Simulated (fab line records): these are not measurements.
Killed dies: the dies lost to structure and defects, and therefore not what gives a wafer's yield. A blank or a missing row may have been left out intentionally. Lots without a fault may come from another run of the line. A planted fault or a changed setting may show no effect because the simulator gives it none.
A lot that was struck, set against a sound lot + flow sfqLine + 14 steps out of a route of 325
Sound: the wafers L317.1, L317.2, L317.3. The struck wafers were L328.2, L328.4, L328.5. The cause is named last.
Order at every step that has rows: each side's tool, ch and its chambers, its first start. Under that, the readings that differ: sound wafers + struck wafers + difference of the means + sigmas: that difference in standard deviations of wafers without a fault.
alike: a reading whose means differ by less than 2 such deviations, as well as words and numbers matching on both sides. not compared: withheld readings; readings where some wafer has no value; bounds like >300 that might hide an equal value; numbers whose values overlap and for which the record gives no deviation.
Wherever a step has rows on one side only, a row that says differs or no value, or a row with sigmas, the two part there. Numbers that have no deviation but don't overlap get no sigmas and don't part them. Lack of a reading on every wafer of one side parts them only where that side has two or more wafers.

first, 1 step without rows for these wafers: SFQ_TRILAYER_M2_STRIP_SOLV_CLEAN_062 (cleans in NMP, time 600 s).
SFQ_TRILAYER_I2_DEP_PECVD_063: deposits SiO2 from SiH4/N2O, time 111.11 s, target thk 500 nm.
  sound on pecvd-03 ch 0,1,2, day 40 19:59; struck on pecvd-04 ch 0,1,2, day 45 02:04
  alike: chamberPressureTorr, heaterPowerW, throttleValvePct
SFQ_TRILAYER_I2_CMP_CMP_064: polishes SiO2.
  sound on cmp-01 ch 0,1,2, day 40 20:04; struck on cmp-02 ch 0,1,2, day 45 05:50
  alike: motorCurrentA, platenRpm, retainingRingPressureFrac, timeToEndpointS
SFQ_I2_BOW_MEAS_917:
  sound on filmMetro-02 at day 40 23:04; struck on filmMetro-02 at day 45 08:51
  alike: I2_BOW
SFQ_TRILAYER_I2_METRO_MEASURE_065:
  sound on filmMetro-02 at day 40 23:11; struck on filmMetro-02 at day 45 09:09
  alike: thkNm
then, 6 steps without rows for these wafers: SFQ_TRILAYER_I2_VIA_LITHO_COAT_072 (resist thk 62 nm); SFQ_TRILAYER_I2_VIA_LITHO_COAT_067 (resist thk 650 nm); SFQ_TRILAYER_I2_VIA_LITHO_SOFTBAKE_071; SFQ_TRILAYER_I2_VIA_LITHO_EXPOSE_068 (exposes mask I2, target cd 500 nm); SFQ_TRILAYER_I2_VIA_LITHO_PEB_070 (peb time 60 s); SFQ_TRILAYER_I2_VIA_LITHO_DEVELOP_069 (time 60 s).
-- the record jumps here: 6 days lie between the struck wafers' starts before and after --
SFQ_I2_OVL_MEAS_918:
  sound on overlay-01 at day 46 17:52; struck on overlay-01 at day 51 06:02
  alike: I2_OVL
SFQ_TRILAYER_I2_VIA_BARC_OPEN_VIA_ETCH_096: etches BARC in O2, target depth 125 nm, time 40.49 s.
  sound on rieDiel-04 ch 0,1,2, day 46 17:55; struck on rieDiel-04 ch 0,1,3, day 51 06:04
| reading   | sound             | struck            | difference | sigmas |
|-----------|-------------------|-------------------|------------|--------|
| biasW (W) | 80.01 79.90 79.58 | 71.69 71.70 71.72 | -8.13      | -34    |
  alike: drypumpMotorCurrentA, oesProductAu
  not compared: rfHoursCounterH
SFQ_TRILAYER_I2_VIA_ETCH_VIA_ETCH_070: etches SiO2 in CHF3, stops on Nb, target depth 260 nm.
  sound on rieDiel-04 ch 0,1,2, day 46 17:57; struck on rieDiel-04 ch 0,1,3, day 51 06:07
  alike: biasW, drypumpMotorCurrentA, oesProductAu

== WHERE THEY PART ==
Only at SFQ_TRILAYER_I2_VIA_BARC_OPEN_VIA_ETCH_096, as far as this record shows. Later steps at which nothing parts them and some readings are alike: SFQ_TRILAYER_I2_VIA_ETCH_VIA_ETCH_070.

WHY: what had been put in by the simulator
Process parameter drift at SFQ_TRILAYER_I2_VIA_BARC_OPEN_VIA_ETCH_096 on rieDiel-04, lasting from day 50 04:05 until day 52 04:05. A move of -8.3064 in setting biasW, from 80. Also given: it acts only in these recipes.
